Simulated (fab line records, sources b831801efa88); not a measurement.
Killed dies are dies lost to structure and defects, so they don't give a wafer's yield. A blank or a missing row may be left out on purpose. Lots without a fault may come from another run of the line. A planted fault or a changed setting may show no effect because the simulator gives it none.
fab line records | flow gf180mcu
record lots=5 wafers=15 last_day=33
route steps=602 shown M5@527 V5@540
lots that met no fault: from a run of the same line without faults
start_h: hours from the record's first day to the start of the lot's first wafer shown | wait_h: hours since the lot's step before | " the same as in the row above | L1.1+2: a row that stands for several wafers | - no value, or no start given | * or withheld: withheld | < > ~ a bound
route shown NAME@n: a module of which the file shows steps, and the number in the route of the first | usual: mean/standard deviation of fault-free wafers | same: alike in all rows | chamber/n: place in a boat | sites: the reading at each site | _std_site: their standard deviation | _edge_site: outer sites' mean less inner sites' | radius_mm: how far each site lies from the wafer's centre | mask NAME#n: copy n | behind: the tool/chamber that last shaped the wafer | hold: why the lot was held/for how many hours/how that ended | device: the transistor (n, p or np) that didn't switch | end of line: the same wafers' tests at the end of the route | a step without rows: its recipe alone | killed: dies lost to structure and defects at the first sort, not the wafer's yield | map: a wafer's dies, x killed, . not, _ none there
set.NAME: the setting as run; set.NAME@STEP: as run at that earlier step | model.NAME: the simulator's own value behind a step, which no gauge read
lots at some steps of the route; a table a step, a row a wafer
services: from which hour (start_h, from the record's first day; less than 0 if before it) a tool's chamber was out of use, for how many hours, and why
## steps
# step GF_M5_HMDS_01
# recipe prime_time_s=60 prime_temp_c=120
# columns lot.wafer tool chamber start_h wait_h
L076.2+4+5 litho_track-02 0 618.10 0.1
L079.1+2+6 litho_track-04 0 639.26 0.1
L085.1+2+3 litho_track-01 0 682.44 0.1
L086.2+3+6 litho_track-01 0 686.96 0.1
L090.1+5+6 litho_track-02 0 715.88 0.1
# step GF_M5_COAT_02
# recipe resist=KrF spin_rpm=withheld resist_thk_nm=1000
# columns lot.wafer tool chamber start_h wait_h
L076.2+4+5 litho_track-02 0 618.25 0.1
L079.1+2+6 litho_track-04 0 639.41 0.1
L085.1+2+3 litho_track-01 0 682.59 0.1
L086.2+3+6 litho_track-01 0 687.11 0.1
L090.1+5+6 litho_track-02 0 716.03 0.1
# step GF_M5_SOFTBAKE_03
# recipe temp_c=130 time_s=60 resist=KrF
# columns lot.wafer tool chamber start_h wait_h
L076.2+4+5 litho_track-02 0 618.40 0.1
L079.1+2+6 litho_track-04 0 639.56 0.1
L085.1+2+3 litho_track-01 0 682.74 0.1
L086.2+3+6 litho_track-01 0 687.26 0.1
L090.1+5+6 litho_track-02 0 716.18 0.1
# step GF_M5_EXPOSE_04
# recipe mask_id=Metal5 target_cd_nm=280 na=0.68 source_shape=conventional sigma_outer=0.6 dose_mj=28
# usual exposure_dose_mJ_cm2=28.19/0.23
# columns lot.wafer tool chamber start_h wait_h mask exposure_dose_mJ_cm2
L076.2 krf_scanner-01 0 - - Metal5#0 27.96
L076.4 " 0 " " Metal5#0 27.97
L076.5 " 0 " " Metal5#0 27.94
L079.1 krf_scanner-02 0 - - Metal5#0 28.41
L079.2 " 0 " " Metal5#0 28.38
L079.6 " 0 " " Metal5#0 28.44
L085.1 krf_scanner-01 0 - - Metal5#0 27.90
L085.2 " 0 " " Metal5#0 27.90
L085.3 " 0 " " Metal5#0 27.90
L086.2 krf_scanner-01 0 - - Metal5#0 27.98
L086.3 " 0 " " Metal5#0 27.99
L086.6 " 0 " " Metal5#0 27.94
L090.1 krf_scanner-01 0 - - Metal5#0 27.92
L090.5 " 0 " " Metal5#0 27.99
L090.6 " 0 " " Metal5#0 27.97
# step GF_M5_PEB_05
# recipe peb_temp_c=135 peb_time_s=90 resist=KrF
# columns lot.wafer tool chamber start_h wait_h
L076.2+4+5 litho_track-04 0 - -
L079.1+2+6 litho_track-04 0 - -
L085.1+2+3 litho_track-01 0 - -
L086.2+3+6 litho_track-04 0 - -
L090.1+5+6 litho_track-02 0 - -
# step GF_M5_DEVELOP_06
# recipe develop_time_s=60 dev_temp_c=21
# columns lot.wafer tool chamber start_h wait_h
L076.2+4+5 litho_track-04 0 628.39 0.2
L079.1+2+6 litho_track-04 0 649.86 0.2
L085.1+2+3 litho_track-01 0 692.29 0.2
L086.2+3+6 litho_track-04 0 696.93 0.2
L090.1+5+6 litho_track-02 0 724.58 0.2
# step GF_M5_CD_MEAS_07
# recipe target_cd_nm=280
# usual cd_nm=279.4/1.2
# columns lot.wafer tool chamber start_h wait_h cd_nm
L076.2 cd_sem-01 - 628.53 0.1 279.2
L076.4 " - " " 280.3
L076.5 " - " " 278.5
L079.1 cd_sem-02 - 650.01 0.1 279.9
L079.2 " - " " 278.8
L079.6 " - " " 279.6
L085.1 cd_sem-02 - 692.44 0.1 280.5
L085.2 " - " " 280.8
L085.3 " - " " 280.0
L086.2 cd_sem-02 - 697.08 0.1 281.3
L086.3 " - " " 280.6
L086.6 " - " " 281.4
L090.1 cd_sem-01 - 724.73 0.1 279.4
L090.5 " - " " 280.7
L090.6 " - " " 280.0
# step GF_M5_OVL_MEAS_08
# usual M5_OVL=-1/6.1
# columns lot.wafer tool chamber start_h wait_h M5_OVL[nm]
L076.2 overlay-01 - 628.64 0.1 -2
L076.4 " - " " 0
L076.5 " - " " -4
L079.1 overlay-01 - 650.13 0.1 -4
L079.2 " - " " -1
L079.6 " - " " -1
L085.1 overlay-02 - 692.56 0.1 -4
L085.2 " - " " -13
L085.3 " - " " -11
L086.2 overlay-02 - 697.18 0.1 -8
L086.3 " - " " -3
L086.6 " - " " -6
L090.1 overlay-01 - 724.85 0.1 9
L090.5 " - " " -5
L090.6 " - " " 2
# step GF_M5_ETCH_09
# recipe chemistry=CF4/O2 target=Si3N4 target_depth_nm=52 source_w=800 bias_w=150 pressure_mtorr=150 cf4_flow_sccm=80 O2_flow_sccm=10 time_s=11.6
# usual drypump_motor_current_A=5.7/0.42 oes_product_au=1.002/0.013 rf_fwd_power_W=786/3.8 throttle_valve_pct=5.970/0.0097
# columns lot.wafer tool chamber start_h wait_h drypump_motor_current_A oes_product_au rf_fwd_power_W rf_hours_counter_h throttle_valve_pct
L076.2 rie_diel-03 1 628.67 0.0 6.1 0.975 780 69 5.948
L076.4 " 3 " " 5.5 1.013 783 72 5.970
L076.5 " 2 " " 5.1 0.995 789 - 5.970
L079.1 rie_diel-03 2 650.17 0.0 5.1 0.996 788 10 5.968
L079.2 " 1 " " 6.1 0.974 781 70 5.958
L079.6 " 1 " " 6.2 0.984 780 - 5.970
L085.1 rie_diel-02 0 692.59 0.0 6.2 0.999 782 4 5.961
L085.2 " 2 " " 6.3 1.023 785 19 5.974
L085.3 " 3 " " 5.7 1.007 781 14 5.987
L086.2 rie_diel-04 0 697.21 0.0 5.3 1.005 787 11 5.967
L086.3 " 3 " " 6.4 1.003 789 34 5.974
L086.6 " 3 " " 6.3 1.004 794 - 5.984
L090.1 rie_diel-02 3 724.88 0.0 5.7 1.001 783 16 5.975
L090.5 " 0 " " 6.2 1.000 781 - 5.976
L090.6 " 3 " " 5.7 0.995 788 - 5.959
# step GF_M5_METAL_ETCH_10
# recipe chemistry=Cl2/BCl3 mask_material=KrF target_depth_nm=627.5 stop_on=SiO2 pressure_mtorr=8 icp_w=800 bias_w=140 Cl2_flow_sccm=80 bcl3_flow_sccm=40 time_s=104.6
# usual drypump_motor_current_A=5.53/0.21 oes_product_au=0.971/0.0076 rf_fwd_power_W=794.9/2.8 throttle_valve_pct=28.250/0.011
# columns lot.wafer tool chamber start_h wait_h drypump_motor_current_A oes_product_au rf_fwd_power_W rf_hours_counter_h throttle_valve_pct
L076.2 rie_metal-04 1 628.69 0.0 5.75 0.960 796.1 3 28.262
L076.4 " 0 " " 5.39 0.951 795.7 - 28.271
L076.5 " 1 " " 5.76 0.954 795.2 - 28.265
L079.1 rie_metal-03 1 650.19 0.0 5.76 0.968 791.8 8 28.259
L079.2 " 1 " " 5.72 0.973 794.1 - 28.256
L079.6 " 1 " " 5.72 0.968 791.7 - 28.239
L085.1 rie_metal-03 1 692.61 0.0 5.76 0.980 788.3 11 28.254
L085.2 " 0 " " 5.38 0.980 789.4 1 28.245
L085.3 " 1 " " 5.73 0.980 791.9 - 28.236
L086.2 rie_metal-03 1 697.24 0.0 5.73 0.967 794.4 11 28.263
L086.3 " 1 " " 5.76 0.973 792.4 - 28.251
L086.6 " 0 " " 5.37 0.969 791.6 - 28.262
L090.1 rie_metal-04 0 724.90 0.0 5.37 0.970 796.0 4 28.260
L090.5 " 1 " " 5.74 0.973 800.7 - 28.246
L090.6 " 0 " " 5.39 0.970 795.1 - 28.267
# step GF_M5_STRIP_11
# recipe chemistry=O2/N2 power_w=1400 pressure_mtorr=1500 platen_temp_c=250 o2_flow_sccm=3000 n2_flow_sccm=300 overash_fraction=0.5
# usual drypump_motor_current_A=5.5/0.52 heater_power_w=309/14 oes_product_au=0.542/0.0051 strip_time_to_endpoint_s=7.50/0.039
# columns lot.wafer tool chamber start_h wait_h drypump_motor_current_A heater_power_w oes_product_au rf_hours_counter_h strip_time_to_endpoint_s
L076.2 plasma_asher-01 1 628.80 0.1 5.1 300 0.545 52 7.43
L076.4 " 0 " " 5.8 313 0.546 - 7.49
L076.5 " 1 " " 5.1 298 0.545 - 7.51
L079.1 plasma_asher-04 0 650.41 0.2 6.5 339 0.543 26 7.52
L079.2 " 1 " " 5.4 291 0.553 26 7.54
L079.6 " 1 " " 5.4 287 0.538 - 7.50
L085.1 plasma_asher-02 1 692.73 0.1 5.8 305 0.543 93 7.50
L085.2 " 0 " " 4.8 317 0.544 93 7.56
L085.3 " 1 " " 5.8 300 0.550 - 7.53
L086.2 plasma_asher-02 1 697.35 0.1 5.8 305 0.541 93 7.50
L086.3 " 1 " " 5.8 303 0.536 - 7.48
L086.6 " 1 " " 5.8 305 0.545 - 7.53
L090.1 plasma_asher-02 0 725.02 0.1 4.8 316 0.549 96 7.52
L090.5 " 1 " " 5.8 308 0.535 - 7.47
L090.6 " 0 " " 4.8 325 0.543 - 7.52
# step GF_M5_STRIP_12
# recipe chemistry=post_etch_residue_remover time_s=1200 temp_c=72.5
# columns lot.wafer tool chamber start_h wait_h
L076.2+4+5 wet_bench-01 1 628.90 0.1
L079.1+2+6 wet_bench-01 1 650.51 0.1
L085.1+2+3 wet_bench-03 0 692.83 0.1
L086.2+3+6 wet_bench-02 2 697.45 0.1
L090.1+5+6 wet_bench-02 3 725.12 0.1
# step GF_M5_CLEAN_13
# recipe chemistry=DIW dry=n2_spin
# columns lot.wafer tool chamber start_h wait_h
L076.2+4+5 wet_bench-03 3 629.27 0.0
L079.1+2+6 wet_bench-03 2 650.89 0.0
L085.1+2+3 wet_bench-01 3 693.17 0.0
L086.2+3+6 wet_bench-03 3 697.79 0.0
L090.1+5+6 wet_bench-01 2 725.46 0.0
# step GF_V5_CVD_00
# recipe material=SiO2 target_thk_nm=300 sigma_open_frac=0.3 temp_c=400 time_s=50 sih4_flow_sccm=60 pressure_mtorr=6
# columns lot.wafer tool chamber start_h wait_h
L076.2+4+5 hdpcvd-01 0,1,2 629.37 0.0
L079.1+2+6 hdpcvd-01 0,2,0 650.98 0.0
L085.1+2+3 hdpcvd-02 1,0,2 693.26 0.0
L086.2+3+6 hdpcvd-02 2,1,0 697.91 0.0
L090.1+5+6 hdpcvd-01 2,1,0 725.55 0.0
# step GF_V5_THK_MEAS_01
# recipe reads=SiO2_of_V5_CVD_00
# usual V5_CVD_00_THK=300/3.3
# columns lot.wafer tool chamber start_h wait_h V5_CVD_00_THK[nm]
L076.2 film_metro-01 - 629.42 0.0 302
L076.4 " - " " 301
L076.5 " - " " 297
L079.1 film_metro-04 - 651.05 0.1 300
L079.2 " - " " 297
L079.6 " - " " 303
L085.1 film_metro-01 - 693.30 0.0 300
L085.2 " - " " 298
L085.3 " - " " 303
L086.2 film_metro-01 - 697.97 0.0 295
L086.3 " - " " 302
L086.6 " - " " 302
L090.1 film_metro-02 - 725.59 0.0 294
L090.5 " - " " 298
L090.6 " - " " 299
# step GF_V5_CVD_02
# recipe material=SiO2 target_thk_nm=1450 precursor=TEOS temp_c=400 time_s=163.28 rf_w=600
# usual heater_power_w=649/64 rf_fwd_power_W=597.4/2
# columns lot.wafer tool chamber start_h wait_h heater_power_w rf_fwd_power_W
L076.2 pecvd-04 0 629.47 0.0 694 596.9
L076.4 " 2 " " 587 601.4
L076.5 " 1 " " 666 598.5
L079.1 pecvd-01 2 651.11 0.1 706 597.3
L079.2 " 1 " " 649 600.4
L079.6 " 0 " " 647 594.9
L085.1 pecvd-04 1 693.36 0.1 686 598.1
L085.2 " 0 " " 666 600.1
L085.3 " 2 " " 603 596.9
L086.2 pecvd-01 2 698.02 0.0 756 599.3
L086.3 " 0 " " 685 595.1
L086.6 " 0 " " 561 596.4
L090.1 pecvd-04 0 725.65 0.1 657 595.9
L090.5 " 0 " " 717 596.3
L090.6 " 1 " " 654 595.0
# step GF_V5_THK_MEAS_03
# recipe reads=SiO2_of_V5_CVD_02
# usual V5_CVD_02_THK=1460/21
# columns lot.wafer tool chamber start_h wait_h V5_CVD_02_THK[nm]
L076.2 film_metro-04 - 629.59 0.1 1466
L076.4 " - " " 1494
L076.5 " - " " 1473
L079.1 film_metro-01 - 651.22 0.1 1456
L079.2 " - " " 1480
L079.6 " - " " 1471
L085.1 film_metro-01 - 693.47 0.1 1466
L085.2 " - " " 1470
L085.3 " - " " 1476
L086.2 film_metro-01 - 698.13 0.1 1460
L086.3 " - " " 1441
L086.6 " - " " 1476
L090.1 film_metro-04 - 725.76 0.1 1446
L090.5 " - " " 1456
L090.6 " - " " 1461
# step GF_V5_CMP_04
# recipe material=SiO2 down_force_psi=4 platen_rpm=60 pad_velocity_m_s=0.94248
# usual motor_current_A=12.7/1.3 slurry_filter_dp_kPa=13.51/0.14
# columns lot.wafer tool chamber start_h wait_h motor_current_A slurry_filter_dp_kPa
L076.4 cmp-01 2 629.74 0.1 13.6 13.59
L076.2 " 3 " " 11.9 13.49
L076.5 " 1 " " 12.8 13.68
L079.2 cmp-01 2 651.28 0.0 14.1 13.52
L079.1 " 3 " " 11.8 13.57
L079.6 " 3 " " 12.9 13.43
L085.3 cmp-02 3 693.53 0.0 11.1 13.52
L085.2 " 1 " " 10.7 13.48
L085.1 " 2 " " 12.5 13.34
L086.2 cmp-02 0 698.39 0.2 13.1 13.56
L086.3 " 1 " " 10.9 13.51
L086.6 " 0 " " 14.1 13.25
L090.1 cmp-02 3 725.97 0.2 11.1 13.58
L090.5 " 0 " " 14.4 13.39
L090.6 " 1 " " 10.9 13.62
# step GF_V5_BOW_MEAS_05
# recipe mode=bow
# usual V5_BOW=135/9.1
# columns lot.wafer tool chamber start_h wait_h V5_BOW[um]
L076.2 film_metro-04 - 629.96 0.1 135
L076.4 " - " " 138
L076.5 " - " " 132
L079.1 film_metro-02 - 651.58 0.2 151
L079.2 " - " " 129
L079.6 " - " " 143
L085.1 film_metro-01 - 693.83 0.1 113
L085.2 " - " " 124
L085.3 " - " " 124
L086.2 film_metro-04 - 698.71 0.3 132
L086.3 " - " " 137
L086.6 " - " " 132
L090.1 film_metro-01 - 726.12 0.1 127
L090.5 " - " " 136
L090.6 " - " " 137
# step GF_V5_DEHYDRATE_06
# recipe temp_c=200 time_s=60
# columns lot.wafer tool chamber start_h wait_h
L076.2+4+5 litho_track-04 0 639.73 9.8
L079.1+2+6 litho_track-01 0 660.69 9.1
L085.1+2+3 litho_track-04 0 702.41 8.6
L086.2+3+6 litho_track-01 0 707.16 8.4
L090.1+5+6 litho_track-01 0 734.54 8.4
# step GF_V5_HMDS_07
# recipe prime_time_s=60 prime_temp_c=120
# columns lot.wafer tool chamber start_h wait_h
L076.2+4+5 litho_track-04 0 639.88 0.1
L079.1+2+6 litho_track-01 0 660.84 0.1
L085.1+2+3 litho_track-04 0 702.56 0.1
L086.2+3+6 litho_track-01 0 707.31 0.1
L090.1+5+6 litho_track-01 0 734.69 0.1
# step GF_V5_COAT_08
# recipe resist=BARC temp_c=withheld time_s=withheld spin_rpm=withheld resist_thk_nm=withheld
# columns lot.wafer tool chamber start_h wait_h
L076.2+4+5 litho_track-04 0 640.03 0.1
L079.1+2+6 litho_track-01 0 660.99 0.1
L085.1+2+3 litho_track-04 0 702.71 0.1
L086.2+3+6 litho_track-01 0 707.46 0.1
L090.1+5+6 litho_track-01 0 734.84 0.1
# step GF_V5_COAT_09
# recipe resist=KrF spin_rpm=withheld resist_thk_nm=1000
# columns lot.wafer tool chamber start_h wait_h
L076.2+4+5 litho_track-04 0 - -
L079.1+2+6 litho_track-01 0 - -
L085.1+2+3 litho_track-04 0 - -
L086.2+3+6 litho_track-01 0 - -
L090.1+5+6 litho_track-01 0 - -
# step GF_V5_SOFTBAKE_10
# recipe temp_c=130 time_s=60 resist=KrF
# columns lot.wafer tool chamber start_h wait_h
L076.2+4+5 litho_track-04 0 - -
L079.1+2+6 litho_track-01 0 - -
L085.1+2+3 litho_track-04 0 - -
L086.2+3+6 litho_track-01 0 - -
L090.1+5+6 litho_track-01 0 - -
# step GF_V5_EXPOSE_11
# recipe mask_id=Via5 target_cd_nm=260 na=0.68 source_shape=conventional sigma_outer=0.6 dose_mj=38
# usual exposure_dose_mJ_cm2=38.3/0.31
# columns lot.wafer tool chamber start_h wait_h mask exposure_dose_mJ_cm2
L076.2 krf_scanner-02 0 - - Via5#0 38.5
L076.4 " 0 " " Via5#0 38.5
L076.5 " 0 " " Via5#0 38.6
L079.1 krf_scanner-02 0 - - Via5#0 38.6
L079.2 " 0 " " Via5#0 38.6
L079.6 " 0 " " Via5#0 38.5
L085.1 krf_scanner-02 0 - - Via5#0 38.5
L085.2 " 0 " " Via5#0 38.5
L085.3 " 0 " " Via5#0 38.5
L086.2 krf_scanner-02 0 - - Via5#0 38.6
L086.3 " 0 " " Via5#0 38.5
L086.6 " 0 " " Via5#0 38.6
L090.1 krf_scanner-01 0 - - Via5#0 37.9
L090.5 " 0 " " Via5#0 37.9
L090.6 " 0 " " Via5#0 37.9
# step GF_V5_PEB_12
# recipe peb_temp_c=135 peb_time_s=90 resist=KrF
# columns lot.wafer tool chamber start_h wait_h
L076.2+4+5 litho_track-03 0 - -
L079.1+2+6 litho_track-04 0 - -
L085.1+2+3 litho_track-04 0 - -
L086.2+3+6 litho_track-01 0 - -
L090.1+5+6 litho_track-04 0 - -
# step GF_V5_DEVELOP_13
# recipe develop_time_s=60 resist=KrF dev_temp_c=21
# columns lot.wafer tool chamber start_h wait_h
L076.2+4+5 litho_track-03 0 650.19 0.2
L079.1+2+6 litho_track-04 0 670.71 0.2
L085.1+2+3 litho_track-04 0 712.11 0.2
L086.2+3+6 litho_track-01 0 717.41 0.2
L090.1+5+6 litho_track-04 0 743.76 0.2
# step GF_V5_CD_MEAS_14
# recipe target_cd_nm=260
# usual cd_nm=260.2/1.1
# columns lot.wafer tool chamber start_h wait_h cd_nm
L076.2 cd_sem-02 - 650.33 0.1 262.1
L076.4 " - " " 261.4
L076.5 " - " " 261.4
L079.1 cd_sem-01 - 670.86 0.1 260.0
L079.2 " - " " 260.0
L079.6 " - " " 259.9
L085.1 cd_sem-01 - 712.26 0.1 260.9
L085.2 " - " " 260.0
L085.3 " - " " 259.7
L086.2 cd_sem-01 - 717.56 0.1 263.3
L086.3 " - " " 262.4
L086.6 " - " " 261.9
L090.1 cd_sem-02 - 743.91 0.1 260.4
L090.5 " - " " 261.2
L090.6 " - " " 259.6
# step GF_V5_OVL_MEAS_15
# usual V5_OVL=2/5.4
# columns lot.wafer tool chamber start_h wait_h V5_OVL[nm]
L076.2 overlay-01 - 650.44 0.1 -1
L076.4 " - " " -1
L076.5 " - " " 3
L079.1 overlay-01 - 670.98 0.1 0
L079.2 " - " " -1
L079.6 " - " " 1
L085.1 overlay-01 - 712.38 0.1 -2
L085.2 " - " " -3
L085.3 " - " " -3
L086.2 overlay-01 - 717.66 0.1 0
L086.3 " - " " 4
L086.6 " - " " -10
L090.1 overlay-02 - 744.03 0.1 -1
L090.5 " - " " 1
L090.6 " - " " 2
# step GF_V5_ETCH_16
# recipe chemistry=N2/H2 target_depth_a=withheld overetch_a=withheld time_s=withheld target=BARC ion_energy_ev=200 source_w=500 bias_w=100 pressure_mtorr=30 n2_flow_sccm=100 h2_flow_sccm=200
# usual drypump_motor_current_A=5.7/0.4 h2_flow_sccm=200.1/0.6 oes_product_au=0.854/0.0046 rf_fwd_power_W=494.6/2.4 throttle_valve_pct=13.224/0.0089
# columns lot.wafer tool chamber start_h wait_h drypump_motor_current_A h2_flow_sccm oes_product_au rf_fwd_power_W throttle_valve_pct
L076.2 rie_diel-04 0 650.47 0.0 5.4 200.5 0.854 494.6 13.234
L076.4 " 1 " " 6.1 199.9 0.857 496.0 13.238
L076.5 " 1 " " 6.1 200.0 0.863 495.4 13.244
L079.1 rie_diel-03 2 671.02 0.0 5.1 200.6 0.851 493.4 13.231
L079.2 " 0 " " 5.5 200.1 0.850 497.5 13.210
L079.6 " 2 " " 5.1 200.0 0.849 494.1 13.210
L085.1 rie_diel-03 2 712.41 0.0 5.1 200.4 0.855 498.3 13.218
L085.2 " 3 " " 5.5 199.6 0.851 492.7 13.220
L085.3 " 1 " " 6.1 200.3 0.849 489.0 13.223
L086.2 rie_diel-03 0 717.69 0.0 5.5 200.2 0.854 497.4 13.231
L086.3 " 1 " " 6.2 200.5 0.851 491.3 13.233
L086.6 " 2 " " 5.1 200.8 0.861 495.1 13.249
L090.1 rie_diel-04 3 744.06 0.0 6.4 199.3 0.852 494.3 13.230
L090.5 " 0 " " 5.4 200.1 0.851 496.7 13.226
L090.6 " 3 " " 6.4 200.5 0.852 495.6 13.240
# step GF_V5_ETCH_17
# recipe chemistry=C4F8/O2/Ar mask_material=KrF target=SiO2 stop_on=TiN source_w=1500 bias_w=1200 pressure_mtorr=40 c4f8_flow_sccm=withheld O2_flow_sccm=6 Ar_flow_sccm=300 time_s=withheld target_depth_a=8550
# usual oes_product_au=0.860/0.0045 rf_fwd_power_W=1494/4.8
# columns lot.wafer tool chamber start_h wait_h oes_product_au rf_fwd_power_W
L076.2 rie_diel-04 0 - - 0.860 1497
L076.4 " 1 " " 0.856 1498
L076.5 " 1 " " 0.857 1487
L079.1 rie_diel-03 2 - - 0.851 1496
L079.2 " 0 " " 0.854 1499
L079.6 " 2 " " 0.862 1494
L085.1 rie_diel-03 2 - - 0.855 1486
L085.2 " 3 " " 0.869 1486
L085.3 " 1 " " 0.867 1493
L086.2 rie_diel-03 0 - - 0.856 1496
L086.3 " 1 " " 0.865 1487
L086.6 " 2 " " 0.864 1491
L090.1 rie_diel-04 3 - - 0.858 1500
L090.5 " 0 " " 0.862 1494
L090.6 " 3 " " 0.856 1496
# step GF_V5_STRIP_18
# recipe chemistry=O2/N2 power_w=1400 pressure_mtorr=1500 platen_temp_c=250 o2_flow_sccm=3000 n2_flow_sccm=300 overash_fraction=0.5
# usual drypump_motor_current_A=5.4/0.45 heater_power_w=316/29 oes_product_au=0.569/0.0046
# columns lot.wafer tool chamber start_h wait_h drypump_motor_current_A heater_power_w oes_product_au rf_hours_counter_h
L076.2 plasma_asher-01 1 650.62 - 5.1 302 0.569 54
L076.4 " 1 " " 5.0 294 0.566 -
L076.5 " 0 " " 5.8 310 0.560 -
L079.1 plasma_asher-02 1 671.17 - 5.8 304 0.575 90
L079.2 " 0 " " 4.8 320 0.574 90
L079.6 " 0 " " 4.8 323 0.573 -
L085.1 plasma_asher-02 0 712.57 - 4.8 316 0.561 95
L085.2 " 1 " " 5.8 303 0.559 95
L085.3 " 1 " " 5.9 301 0.574 -
L086.2 plasma_asher-03 0 717.84 - 5.2 399 0.560 112
L086.3 " 0 " " 5.2 404 0.570 -
L086.6 " 1 " " 6.0 299 0.568 -
L090.1 plasma_asher-02 1 744.22 - 5.8 307 0.570 99
L090.5 " 0 " " 4.9 329 0.566 -
L090.6 " 1 " " 5.8 298 0.572 -
# step GF_V5_STRIP_19
# recipe chemistry=post_etch_residue_remover time_s=1200 temp_c=72.5
# columns lot.wafer tool chamber start_h wait_h
L076.2+4+5 wet_bench-02 3 650.72 0.1
L079.1+2+6 wet_bench-02 1 671.27 0.1
L085.1+2+3 wet_bench-04 0 712.67 0.1
L086.2+3+6 wet_bench-01 2 717.94 0.1
L090.1+5+6 wet_bench-01 1 744.32 0.1
# step GF_V5_CLEAN_20
# recipe chemistry=DIW dry=n2_spin
# columns lot.wafer tool chamber start_h wait_h
L076.2+4+5 wet_bench-02 2 651.06 0.0
L079.1+2+6 wet_bench-01 1 671.64 0.0
L085.1+2+3 wet_bench-01 2 713.04 0.0
L086.2+3+6 wet_bench-02 1 718.29 0.0
L090.1+5+6 wet_bench-04 0 744.66 0.0
# step GF_V5_SPUTTER_21
# recipe material=Ti target_thk_nm=15 chamber_pressure_pa=5 power_w=2500 substrate_temp_c=200 time_s=80.02
# usual throttle_valve_pct=30.3/1
# columns lot.wafer tool chamber start_h wait_h throttle_valve_pct
L076.2 pvd_sputter-02 - 651.15 0.0 30.8
L076.4 " - " " 30.8
L076.5 " - " " 30.3
L079.1 pvd_sputter-04 - 671.73 0.0 29.6
L079.2 " - " " 31.2
L079.6 " - " " 30.7
L085.1 pvd_sputter-02 - 713.13 0.0 31.1
L085.2 " - " " 30.1
L085.3 " - " " 30.7
L086.2 pvd_sputter-03 - 718.38 0.0 30.9
L086.3 " - " " 28.0
L086.6 " - " " 28.0
L090.1 pvd_sputter-03 - 744.75 0.0 30.3
L090.5 " - " " 28.1
L090.6 " - " " 30.5
# step GF_V5_SPUTTER_22
# recipe material=TiN target_thk_nm=10 chamber_pressure_pa=5 power_w=4000 time_s=40
# usual throttle_valve_pct=30.3/1
# columns lot.wafer tool chamber start_h wait_h throttle_valve_pct
L076.2 pvd_sputter-02 - 651.21 0.0 30.6
L076.4 " - " " 30.6
L076.5 " - " " 30.1
L079.1 pvd_sputter-04 - 671.79 0.0 29.3
L079.2 " - " " 30.6
L079.6 " - " " 30.4
L085.1 pvd_sputter-02 - 713.19 0.0 31.0
L085.2 " - " " 30.2
L085.3 " - " " 30.9
L086.2 pvd_sputter-03 - 718.44 0.0 30.8
L086.3 " - " " 28.1
L086.6 " - " " 28.3
L090.1 pvd_sputter-03 - 744.81 0.0 30.5
L090.5 " - " " 28.0
L090.6 " - " " 30.6
# step GF_V5_CVD_23
# recipe material=W target_thk_nm=350 time_s=104.9 temp_c=400 pressure_torr=40
# usual heater_power_w=869/51
# columns lot.wafer tool chamber start_h wait_h heater_power_w
L076.2 cvd_w-01 0 651.25 0.0 876
L076.4 " 0 " " 881
L076.5 " 0 " " 857
L079.1 cvd_w-01 0 671.83 0.0 860
L079.2 " 1 " " 785
L079.6 " 1 " " 818
L085.1 cvd_w-02 0 713.23 0.0 877
L085.2 " 1 " " 954
L085.3 " 1 " " 938
L086.2 cvd_w-02 1 718.48 0.0 927
L086.3 " 0 " " 866
L086.6 " 1 " " 935
L090.1 cvd_w-02 0 744.85 0.0 868
L090.5 " 0 " " 869
L090.6 " 1 " " 943
# step GF_V5_RS_MEAS_24
# recipe thk_meas_gauge=four-point-probe reads=W_of_V5_CVD_23+TiN_of_V5_SPUTTER_22+Ti_of_V5_SPUTTER_21
# usual V5_W_RS=0.330/0.0032
# columns lot.wafer tool chamber start_h wait_h V5_W_RS[ohm/sq]
L076.2 film_metro-01 - 651.39 0.1 0.330
L076.4 " - " " 0.333
L076.5 " - " " 0.329
L079.1 film_metro-04 - 671.95 0.1 0.331
L079.2 " - " " 0.330
L079.6 " - " " 0.327
L085.1 film_metro-01 - 713.34 0.1 0.328
L085.2 " - " " 0.335
L085.3 " - " " 0.335
L086.2 film_metro-02 - 718.61 0.1 0.338
L086.3 " - " " 0.335
L086.6 " - " " 0.334
L090.1 film_metro-01 - 744.96 0.1 0.325
L090.5 " - " " 0.328
L090.6 " - " " 0.328
# step GF_V5_THK_MEAS_25
# recipe thk_meas_gauge=xrf reads=W_of_V5_CVD_23
# usual V5_W_THK=348/5.6
# columns lot.wafer tool chamber start_h wait_h V5_W_THK[nm]
L076.2 film_metro-01 - 651.50 0.1 345
L076.4 " - " " 341
L076.5 " - " " 345
L079.1 film_metro-04 - 672.07 0.1 350
L079.2 " - " " 352
L079.6 " - " " 353
L085.1 film_metro-01 - 713.46 0.1 347
L085.2 " - " " 338
L085.3 " - " " 339
L086.2 film_metro-02 - 718.72 0.1 340
L086.3 " - " " 342
L086.6 " - " " 345
L090.1 film_metro-01 - 745.08 0.1 354
L090.5 " - " " 350
L090.6 " - " " 349
## services
# columns tool chamber start_h hours kind
pecvd-01 1 604.63 4.7 repair
pecvd-04 0 605.14 14.7 repair
pvd_sputter-02 - 608.21 1.5 repair
krf_scanner-02 - 631.10 0.8 pm
rie_diel-03 - 641.52 2.8 pm
cmp-02 - 645.54 5.5 pm
krf_scanner-01 - 649.91 0.6 repair
krf_scanner-02 - 653.00 4.4 pm
pecvd-04 - 660.89 0.7 repair
krf_scanner-01 - 661.02 0.8 pm
pvd_sputter-02 - 662.46 2.6 repair
hdpcvd-01 - 662.47 37.8 repair
rie_diel-04 1 664.14 2.7 repair
krf_scanner-01 - 672.60 0.2 repair
rie_diel-04 - 675.03 4.0 pm
cmp-02 - 677.36 2.9 repair
plasma_asher-02 - 683.26 0.7 repair
rie_diel-03 - 684.51 15.6 pm
krf_scanner-01 - 693.46 1.3 pm
krf_scanner-01 - 695.46 1.0 pm
krf_scanner-01 - 721.49 0.4 repair
krf_scanner-02 - 736.23 1.0 pm
krf_scanner-02 - 741.63 1.3 pm
rie_metal-03 0 742.83 5.0 repair
## key
fault none
